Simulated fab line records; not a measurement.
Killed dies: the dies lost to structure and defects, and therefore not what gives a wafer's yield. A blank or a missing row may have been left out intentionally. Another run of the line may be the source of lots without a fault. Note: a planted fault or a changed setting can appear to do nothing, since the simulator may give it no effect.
Struck lot and sound lot, side by side    flow sky130    21 steps out of a route of 708
Sound: the wafers L736.3, L736.5, L736.6. Wafers struck: L740.2, L740.4, L740.5. The cause is given at the end.
Per side, at each step with rows, come the tool, then ch with its chambers, and then its first start. Under that, the readings that differ: sound wafers    struck wafers    difference of the means    sigmas: that difference in standard deviations of wafers without a fault.
alike: readings whose means differ by less than 2 such deviations, and words and numbers that are the same on both sides. not compared: withheld readings, readings that some wafer has no value for, bounds like >300 that may hide the same value, and numbers for which the record gives no deviation and whose values overlap.
Wherever a step has rows on one side only, a row that says differs or no value, or a row with sigmas, the two part there. Numbers that don't overlap but have no deviation are shown without sigmas and don't part them. Lack of a reading on every wafer of one side parts them only where that side has two or more wafers.

first, 1 step without rows for these wafers: SKY_RES_XHIGH_IMPLANT_07.
SKY_RES_XHIGH_STRIP_08: strips in O2/N2.
  sound on plasma-asher-03 ch 0,1, day 27 00:23; struck on plasma-asher-02 ch 0, day 28 08:29
  alike: drypump-motor-current-A, o2-flow-sccm, oes-product-au, strip-time-to-endpoint-s
  not compared: rf-hours-counter-h
SKY_RES_XHIGH_TW_MEAS_09:
  sound: film-metro-02 at day 27 00:28; struck: film-metro-01 at day 28 08:36
reading       sound           struck          difference  sigmas
RES_XHIGH_TW  1662 1652 1662  1627 1621 1625  -34         -3
then, 7 steps without rows for these wafers: SKY_SD_N_DEHYDRATE_00 (time 60 s); SKY_SD_N_HMDS_01 (prime time 60 s); SKY_SD_N_COAT_02 (resist thk 1140 nm); SKY_SD_N_SOFTBAKE_03 (time 60 s); SKY_SD_N_EXPOSE_04 (exposes mask NSDM, target cd 380 nm); SKY_SD_N_PEB_05; SKY_SD_N_DEVELOP_06 (develop time 60 s).
SKY_SD_N_CD_MEAS_07: the cd target is 380 nm.
  sound: cd-sem-01 at day 28 04:56; struck: cd-sem-01 at day 29 12:12
  alike: cd-nm
SKY_SD_N_OVL_MEAS_08:
  sound: overlay-01 at day 28 05:01; struck: overlay-01 at day 29 12:19
reading        sound          struck       difference  sigmas
SD_N_OVL (nm)  -1.3 0.0 -0.5  2.4 2.2 2.3  +2.9        +2
SKY_SD_N_IMPLANT_09:
  sound on implanter-01 ch 0, day 28 05:06; struck on implanter-04 ch 0, day 29 12:22
reading        sound                          struck                        difference  sigmas
dose-ions-cm2  4.002e+15 3.998e+15 4.004e+15  3.514e+15 3.52e+15 3.518e+15  -4.840e+14  -99 or more
then, 1 step without rows for these wafers: SKY_SD_N_IMPLANT_10.
SKY_SD_N_STRIP_11: strips in O2/N2.
  sound on plasma-asher-01 ch 0,1, day 28 05:23; struck on plasma-asher-01 ch 1, day 29 12:38
reading                       sound              struck             difference  sigmas
oes-product-au (a.u.)         0.526 0.528 0.524  0.532 0.537 0.535  +0.009      +2
strip-time-to-endpoint-s (s)  22.52 22.50 22.48  22.03 22.06 22.04  -0.46       -12
  alike: drypump-motor-current-A, o2-flow-sccm
  not compared: rf-hours-counter-h
SKY_SD_N_TW_MEAS_12:
  sound: film-metro-01 at day 28 05:28; struck: film-metro-03 at day 29 12:45
  alike: SD_N_TW
then, 1 step without rows for these wafers: SKY_SD_N_CLEAN_13 (cleans in SC1/SC2, time 150 s).
SKY_SD_N_RTA_14: time 2 s.
  sound on rtp-anneal-01 ch 0, day 28 05:35; struck on rtp-anneal-01 ch 0, day 29 12:52
  alike: lamp-power-pct, wafer_temp_C_max
SKY_SD_N_RS_MEAS_16: uses a four-point probe to measure.
  sound: film-metro-02 at day 28 05:46; struck: film-metro-01 at day 29 13:28
reading           sound              struck             difference  sigmas
SD_N_RS (ohm/sq)  68.65 68.72 68.64  69.87 69.80 69.76  +1.14       +10
  not compared: hold
SKY_SD_N_RS_MEAS_17: uses a four-point probe to measure.
  sound: film-metro-02 at day 28 05:53; struck: film-metro-01 at day 29 15:59
reading  sound  struck                                                                      difference                    sigmas
hold     - - -  await-dispo/2.4h/release await-dispo/2.4h/release await-dispo/2.4h/release  no value on the sound wafers  
  alike: SD_P_RS
-- a jump in the record: the struck wafers' starts before and after are 17 days apart (it breaks off in module SD_N and resumes in module PAD_OPEN, where the first step shown is number 708 of the route) --
SKY_PAD_OPEN_PROBE_99:
  sound: prober-01 at day 46 04:54; struck: prober-01 at day 47 02:50
reading                             sound              struck             difference  sigmas
model.etest.res-ndiff.line-ohm-um   769.5 770.1 769.7  771.1 773 780.1    +5.0        
model.etest.res-ndiff-hv.rs-ohm-sq  112.5 112.6 112.7  118.7 118.3 118.6  +5.9        
model.etest.res-ndiff.rs-ohm-sq     118.9 119.9 119.7  124.3 123.5 124.3  +4.5        
  alike: killed_at_M0_to_M3, killed_at_M4_up, killed-at-contacts, killed-at-front-end, killed-at-other, killed-dies, killed-open, killed-short

WHERE THEY PART
Earliest at SKY_RES_XHIGH_TW_MEAS_09; latest, in this record, at SKY_SD_N_RS_MEAS_17. Later steps at which nothing parts them and some readings are alike: SKY_PAD_OPEN_PROBE_99.

WHY: what the simulator had put in
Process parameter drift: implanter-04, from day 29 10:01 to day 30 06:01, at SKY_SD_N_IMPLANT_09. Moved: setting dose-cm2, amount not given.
